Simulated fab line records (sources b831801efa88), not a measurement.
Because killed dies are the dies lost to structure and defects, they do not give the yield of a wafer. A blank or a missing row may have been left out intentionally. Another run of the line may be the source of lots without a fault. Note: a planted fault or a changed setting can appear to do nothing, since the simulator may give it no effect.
What tool caused it?	flow sky130	33 wafers from 11 lots sampled at 3 of the route's 708 steps

== WHAT THE GAUGES SHOWED, per wafer ==
SKY_CAP2M_RS_MEAS_03: measurement is done with a four-point probe.
lot	measured	on	CAP2M_TIN_RS (ohm/sq)
L292	day 39 03:39	filmMetro-03	6.80 6.89 6.81
L293	day 39 17:10	filmMetro-04	6.80 6.76 6.83
L294	day 40 04:16	filmMetro-01	6.90 6.92 6.98
L295	day 40 06:02	filmMetro-04	6.99 7.00 7.01
L298	day 41 09:28	filmMetro-01	6.82 6.95 6.92
L299	day 41 16:46	filmMetro-01	6.84 6.94 6.97
L300	day 42 00:37	filmMetro-01	6.88 7.08 6.99
L302	day 42 22:39	filmMetro-03	6.91 6.88 6.92
L309	day 44 22:02	filmMetro-01	4.85 4.85 4.85
L311	day 45 03:20	filmMetro-04	4.75 4.85 4.86
L313	day 46 03:11	filmMetro-04	4.81 4.75 4.76

== TOOL THAT RAN EACH LOT (tool first, then ch and the chambers of the sampled wafers, then the start) ==
lot	SKY_VIA3_CVD_21	SKY_CAP2M_SPUTTER_02
L292	cvdW-02 ch 0,1, day 39 02:42	pvdSputter-04, day 39 03:32
L293	cvdW-01 ch 0,1, day 39 16:05	pvdSputter-04, day 39 17:01
L294	cvdW-01 ch 1, day 40 03:11	pvdSputter-02, day 40 04:09
L295	cvdW-01 ch 1, day 40 04:59	pvdSputter-01, day 40 05:54
L298	cvdW-01 ch 0,1, day 41 08:30	pvdSputter-01, day 41 09:20
L299	cvdW-02 ch 0,1, day 41 15:47	pvdSputter-02, day 41 16:36
L300	cvdW-02 ch 0,1, day 41 23:39	pvdSputter-04, day 42 00:30
L302	cvdW-01 ch 0,1, day 42 21:40	pvdSputter-02, day 42 22:31
L309	cvdW-01 ch 1, day 44 20:57	pvdSputter-01, day 44 21:55
L311	cvdW-01 ch 0,1, day 45 01:56	pvdSputter-01, day 45 03:11
L313	cvdW-02 ch 1, day 46 01:48	pvdSputter-01, day 46 03:03
- SKY_VIA3_CVD_21: deposits W, target thk 390 nm, time 117.31 s.
- SKY_CAP2M_SPUTTER_02: material TiN, target thk 200 nm, time 166.7 s.

== THE ANSWER, worked out from the rows above alone ==
Rule: the usual values come from the lots themselves. Put in order of their means at a reading, lots are off if they are a third of the lots or fewer, leave a main group of 4 or more, and stand apart from it by a gap of 3 or more times the standard deviation of the main group's means; of several such gaps the widest counts. A main group is skipped when, at the precision printed for the reading in the tables above, its means are all equal. Also off: a lot with no number at a reading for which 4 or more lots have one. Where the step has rows for the other lots, those lots are counted as sound.
Off: at SKY_CAP2M_RS_MEAS_03 (CAP2M_TIN_RS), L309, L311, L313. Main group: mean 6.91 ohm/sq, sd 0.064.
A tool fits if, at a process step before that reading, it ran every lot that is off, and no sound lot after the first of them. Those tools and the gauges at SKY_CAP2M_RS_MEAS_03 are tried in the same way. One candidate fits, namely pvdSputter-01 at SKY_CAP2M_SPUTTER_02. A fault onset in the window from L298 (day 41 09:20, its last sound lot) to L309 (day 44 21:55, its first lot off) fits.

== WHAT THE SIMULATOR HAD INSERTED ==
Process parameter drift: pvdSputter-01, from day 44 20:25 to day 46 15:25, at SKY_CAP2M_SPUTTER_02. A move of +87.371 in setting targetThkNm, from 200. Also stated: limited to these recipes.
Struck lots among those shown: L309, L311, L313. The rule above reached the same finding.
